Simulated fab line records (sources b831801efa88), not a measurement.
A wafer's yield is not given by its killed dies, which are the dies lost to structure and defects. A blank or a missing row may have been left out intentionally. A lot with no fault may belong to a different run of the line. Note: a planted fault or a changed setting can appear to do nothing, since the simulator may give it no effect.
The same fault as seen by 2 desks | flow sky130 | numbers are kept per desk, each desk with only its own; the story behind them comes last

DESK OF THE TOOL OWNER: implanter-04
SKY_LDD_P_IMPLANT_09, tool's own readings: per-lot mean of the sampled wafers with a number, covering each lot this tool ran. Any lot whose mean is over 4 standard deviations away from the usual mean is out of limits and marked OUT; that distance is given in the brackets.
Columns: A = beam-on-s at SKY_LDD_P_IMPLANT_09, usual 10.00 s; B = dose-ions-cm2 at SKY_LDD_P_IMPLANT_09, usual 1e+13; C = faraday-current-uA at SKY_LDD_P_IMPLANT_09, usual 56.4
lot  | first seen here | A     | B                       | C
L135 | day 18 22:50    | 9.98  | 1e+13                   | 56.5
L140 | day 20 19:13    | 9.92  | 1e+13                   | 56.9
L143 | day 22 10:08    | 10.03 | 1e+13                   | 56.2
L146 | day 22 22:44    | 9.96  | 1e+13                   | 56.5
L147 | day 23 11:28    | 10.05 | 1e+13                   | 56.1
L149 | day 24 10:44    | 10.05 | 8e+12 (-99 or more) OUT | 44.0 (-11) OUT
L150 | day 24 22:23    | 10.27 | 8e+12 (-99 or more) OUT | 42.8 (-12) OUT
L151 | day 24 23:38    | 10.11 | 8e+12 (-99 or more) OUT | 43.7 (-12) OUT
This desk finds L149, L150, L151 out of limits, L149 being first, at day 24 10:44 (dose-ions-cm2 at SKY_LDD_P_IMPLANT_09). In limits: L135, L140, L143, L146, L147.

THE METROLOGY DESK
Means of the sampled wafers that have a number, per lot and without regard to the tool the lot ran on: this is what the gauges read. Any lot whose mean is over 4 standard deviations away from the usual mean is out of limits and marked OUT; that distance is given in the brackets.
Columns: A = NWELL_00_OVL at SKY_NWELL_OVL_MEAS_10, usual -0.4 nm; B = VT_ADJUST_NCORE_OVL at SKY_VT_ADJUST_NCORE_OVL_MEAS_08, usual 0.9 nm; C = LDD_P_TW at SKY_LDD_P_TW_MEAS_11, usual 634; D = RES_XHIGH_TW at SKY_RES_XHIGH_TW_MEAS_09, usual 1636
lot  | first seen here | A    | B    | C             | D
L135 | day 4 11:56     | 0.4  | 0.1  | 632           | 1643
L138 | day 5 08:25     | 0.5  | 1.1  | 636           | 1642
L139 | day 5 12:48     | 1.5  | -0.2 | 632           | 1636
L140 | day 5 21:06     | -0.5 | 1.7  | 630           | 1642
L141 | day 6 00:29     | 0.1  | -0.1 | 630           | 1632
L143 | day 6 11:23     | 0.9  | 2.8  | 632           | 1642
L146 | day 7 02:47     | -0.4 | 2.1  | 633           | 1628
L147 | day 7 11:47     | -1.8 | -0.7 | 630           | 1632
L149 | day 8 08:07     | 0.3  | -0.5 | 586 (-14) OUT | 1641
L150 | day 8 11:21     | 1.1  | 0.8  | 586 (-14) OUT | 1637
L151 | day 8 14:10     | -1.8 | 0.1  | 588 (-13) OUT | 1622
L152 | day 8 17:50     | -0.6 | -0.3 | 633           | 1627
L157 | day 10 00:49    | -0.7 | 1.5  | 635           | 1637
Per this desk, out of limits: L149, L150, L151; the first was L149, day 24 10:58 (LDD_P_TW at SKY_LDD_P_TW_MEAS_11). In limits: L135, L138, L139, L140, L141, L143, L146, L147, L152, L157.

ALL TOGETHER
The tool owner's desk had the chance to raise an alarm at day 24 10:44 on L149, L150, L151.
An alarm was possible from the metrology desk at day 24 10:58, on L149, L150, L151.
The lots listed all ran SKY_LDD_P_IMPLANT_09 on implanter-04.

WHAT WAS PUT IN BY THE SIMULATOR
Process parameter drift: implanter-04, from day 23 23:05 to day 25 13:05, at SKY_LDD_P_IMPLANT_09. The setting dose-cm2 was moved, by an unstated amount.
Struck lots among those shown: L149, L150, L151.
Time in hours from fault onset to the first out-of-limits reading at each desk: tool owner's desk 12, metrology desk 12.
